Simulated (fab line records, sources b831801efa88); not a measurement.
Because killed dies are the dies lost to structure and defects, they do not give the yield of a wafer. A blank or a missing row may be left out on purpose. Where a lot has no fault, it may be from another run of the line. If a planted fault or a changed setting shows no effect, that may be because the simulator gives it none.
Which tool is to blame? -- flow sky130 -- 30 wafers from 10 lots sampled at 7 of the route's 708 steps

== WHAT THE GAUGES READ, wafer by wafer ==
SKY_POLY_CUT_OVL_MEAS_09. Usual: for POLY_CUT_OVL the level is 0 nm and the standard deviation is 6.2.
lot,measured,on,POLY_CUT_OVL (nm),flag
L564,day 25 02:01,overlay-02,0 2 1,
L565,day 25 06:47,overlay-02,-5 -4 3,
L563,day 25 07:09,overlay-01,-7 -1 2,
L577,day 29 06:30,overlay-02,10 10 7,
L578,day 29 11:33,overlay-01,-5 4 -4,
L579,day 29 21:55,overlay-02,8 10 12,
L580,day 30 06:38,overlay-01,-7 -3 -7,
L581,day 30 10:40,overlay-01,4 14 7,
L582,day 31 06:30,overlay-02,-6 -7 -8,
L583,day 31 23:44,overlay-01,-9 -9 -8,

SKY_SD_N_TW_MEAS_12. Usual: for SD_N_TW the level is 4035 and the standard deviation is 22.
lot,measured,on,SD_N_TW,flag
L564,day 28 18:52,filmMetro-03,4012 4026 4005,
L565,day 28 20:59,filmMetro-04,3397 3400 3411,OFF
L563,day 28 22:50,filmMetro-04,3392 3394 3392,OFF
L577,day 32 17:02,filmMetro-01,4024 4035 4034,
L578,day 32 20:38,filmMetro-01,4050 4030 4044,
L579,day 33 07:34,filmMetro-04,4001 4020 4014,
L580,day 33 16:17,filmMetro-03,4093 4066 4060,
L581,day 33 20:30,filmMetro-01,4045 4045 4038,
L582,day 34 16:32,filmMetro-01,4002 4025 3989,
L583,day 35 06:50,filmMetro-03,4016 4021 4031,

SKY_SD_N_RS_MEAS_16: measurement is done with a four-point probe. Usual: for SD_N_RS the level is 68.59 ohm/sq and the standard deviation is 0.12.
lot,measured,on,SD_N_RS (ohm/sq),flag
L564,day 28 19:10,filmMetro-03,68.42 68.49 68.52,
L565,day 28 21:17,filmMetro-04,168.01 168.85 168.15,OFF
L563,day 28 23:07,filmMetro-03,167.01 168.30 167.22,OFF
L577,day 32 17:19,filmMetro-03,68.80 68.66 68.87,
L578,day 32 20:55,filmMetro-03,68.65 68.48 68.61,
L579,day 33 07:52,filmMetro-01,68.56 68.66 68.82,
L580,day 33 16:34,filmMetro-01,68.59 68.59 68.63,
L581,day 33 20:47,filmMetro-03,68.62 68.46 68.54,
L582,day 34 16:49,filmMetro-03,68.65 68.57 68.57,
L583,day 35 07:07,filmMetro-01,68.77 68.65 68.54,

SKY_LI_CONTACT_THK_MEAS_01. Usual: for LI_CONTACT_HDPCVD_THK the level is 929 nm and the standard deviation is 7.5.
lot,measured,on,LI_CONTACT_HDPCVD_THK (nm),flag
L564,day 28 19:38,filmMetro-03,928 926 928,
L565,day 28 21:49,filmMetro-03,926 930 918,
L563,day 28 23:36,filmMetro-04,920 921 921,
L577,day 32 17:48,filmMetro-01,929 939 924,
L578,day 32 21:24,filmMetro-03,934 931 942,
L579,day 33 08:20,filmMetro-03,933 942 939,
L580,day 33 17:02,filmMetro-04,927 933 914,
L581,day 33 21:19,filmMetro-01,914 918 921,
L582,day 34 17:17,filmMetro-04,932 936 927,
L583,day 35 07:36,filmMetro-04,940 940 942,

== EACH LOT AND THE TOOL THAT RAN IT (in order: tool; ch and the chambers of the sampled wafers; start) ==
lot,SKY_SD_P_STRIP_10,SKY_SD_N_IMPLANT_09,SKY_SD_N_STRIP_11
L564,"plasmaAsher-04 ch 0,1, day 26 08:31","implanter-03 ch 0, day 28 18:29","plasmaAsher-02 ch 0,1, day 28 18:46"
L565,"plasmaAsher-04 ch 0,1, day 26 11:59","implanter-03 ch 0, day 28 20:35","plasmaAsher-03 ch 1, day 28 20:53"
L563,"plasmaAsher-04 ch 0,1, day 26 12:53","implanter-03 ch 0, day 28 22:26","plasmaAsher-01 ch 0,1, day 28 22:44"
L577,"plasmaAsher-04 ch 0,1, day 30 10:44","implanter-01 ch 0, day 32 16:38","plasmaAsher-01 ch 0,1, day 32 16:56"
L578,"plasmaAsher-02 ch 0,1, day 30 14:53","implanter-03 ch 0, day 32 20:14","plasmaAsher-03 ch 0,1, day 32 20:32"
L579,"plasmaAsher-02 ch 0,1, day 31 01:31","implanter-02 ch 0, day 33 07:11","plasmaAsher-02 ch 0,1, day 33 07:28"
L580,"plasmaAsher-04 ch 0,1, day 31 10:05","implanter-01 ch 0, day 33 15:53","plasmaAsher-01 ch 1, day 33 16:11"
L581,"plasmaAsher-04 ch 0,1, day 31 13:56","implanter-01 ch 0, day 33 20:07","plasmaAsher-03 ch 0,1, day 33 20:23"
L582,"plasmaAsher-01 ch 0,1, day 32 10:14","implanter-01 ch 0, day 34 16:08","plasmaAsher-03 ch 0,1, day 34 16:26"
L583,"plasmaAsher-04 ch 0, day 33 02:29","implanter-01 ch 0, day 35 06:26","plasmaAsher-01 ch 0,1, day 35 06:44"
- SKY_SD_P_STRIP_10: strips in O2/N2.
- SKY_SD_N_IMPLANT_09
- SKY_SD_N_STRIP_11: strips in O2/N2.

== WHAT THE TOOLS THEMSELVES READ (means of the sampled wafers that have a number; where no wafer has one, the mark that the record gives instead) ==
SKY_SD_P_STRIP_10. Usual: drypumpMotorCurrentA 5.73 A, standard deviation 0.2; oesProductAu 0.616 a.u., standard deviation 0.0041; stripTimeToEndpointS 17.48 s, standard deviation 0.038.
lot,tool,drypumpMotorCurrentA (A),oesProductAu (a.u.),stripTimeToEndpointS (s),flag
L564,plasmaAsher-04,5.70,0.616,17.51,
L565,plasmaAsher-04,5.71,0.620,17.47,
L563,plasmaAsher-04,5.69,0.618,17.43,
L577,plasmaAsher-04,5.72,0.614,17.45,
L578,plasmaAsher-02,5.81,0.616,17.51,
L579,plasmaAsher-02,5.53,0.617,17.47,
L580,plasmaAsher-04,5.72,0.618,17.48,
L581,plasmaAsher-04,5.70,0.620,17.53,
L582,plasmaAsher-01,5.78,0.615,17.46,
L583,plasmaAsher-04,5.69,0.620,17.48,

SKY_SD_N_IMPLANT_09. Usual: beamOnS 19.1 s, standard deviation 1.3; doseIonsCm2 3.998e+15, standard deviation 3.9e+12; endStationPressureTorr 1.27e-05 Torr, standard deviation 1e-06; faradayCurrentUA 11536, standard deviation 820.
lot,tool,beamOnS (s),doseIonsCm2,endStationPressureTorr (Torr),faradayCurrentUA,flag
L564,implanter-03,20.5,3.998e+15,1.22e-05,10748,
L565,implanter-03,10.1,4.647e+14,6.97e-06,2575,OFF
L563,implanter-03,10.1,4.603e+14,7.07e-06,2587,OFF
L577,implanter-01,19.1,3.998e+15,1.25e-05,11531,
L578,implanter-03,20.6,3.995e+15,1.18e-05,10666,
L579,implanter-02,17.0,4.000e+15,1.37e-05,12835,
L580,implanter-01,19.0,3.999e+15,1.29e-05,11566,
L581,implanter-01,19.1,3.997e+15,1.25e-05,11517,
L582,implanter-01,19.1,3.998e+15,1.25e-05,11451,
L583,implanter-01,19.0,4.000e+15,1.36e-05,11523,

SKY_SD_N_STRIP_11. Usual: drypumpMotorCurrentA 5.7 A, standard deviation 0.41; oesProductAu 0.527 a.u., standard deviation 0.0045; stripTimeToEndpointS 22.54 s, standard deviation 0.037.
lot,tool,drypumpMotorCurrentA (A),oesProductAu (a.u.),stripTimeToEndpointS (s),flag
L564,plasmaAsher-02,5.8,0.526,22.54,
L565,plasmaAsher-03,5.2,0.647,15.93,OFF
L563,plasmaAsher-01,5.8,0.648,15.95,OFF
L577,plasmaAsher-01,5.8,0.528,22.59,
L578,plasmaAsher-03,5.5,0.531,22.51,
L579,plasmaAsher-02,5.8,0.523,22.58,
L580,plasmaAsher-01,5.9,0.526,22.54,
L581,plasmaAsher-03,5.5,0.526,22.55,
L582,plasmaAsher-03,5.9,0.527,22.52,
L583,plasmaAsher-01,5.8,0.528,22.52,

== THE ANSWER, worked out from the rows above alone ==
Rule: a lot counts as off when the mean over its wafers that have a number is more than 3 standard deviations away from the usual mean. A lot without any number at a reading at which 4 lots or more have one is off too. The other lots that the step has rows for count as sound. The gauges are gone through in route order, then the tools' own readings, and for those a lot's mean is taken as printed above. At the first step where some lot is off, the reading lying furthest off is the one used; lots without a number count as furthest.
Off: L565, L563, seen at SKY_SD_N_TW_MEAS_12 (SD_N_TW).
If a tool, at a process step before that reading, ran all the lots that are off and no sound lot after the first of them, it fits. Not tried: the gauges at SKY_SD_N_TW_MEAS_12; whatever is off there is also off at SKY_SD_N_IMPLANT_09, on other tools, and gauge error can't account for it. No candidate that was tried fits.

== WHAT HAD BEEN PUT IN BY THE SIMULATOR ==
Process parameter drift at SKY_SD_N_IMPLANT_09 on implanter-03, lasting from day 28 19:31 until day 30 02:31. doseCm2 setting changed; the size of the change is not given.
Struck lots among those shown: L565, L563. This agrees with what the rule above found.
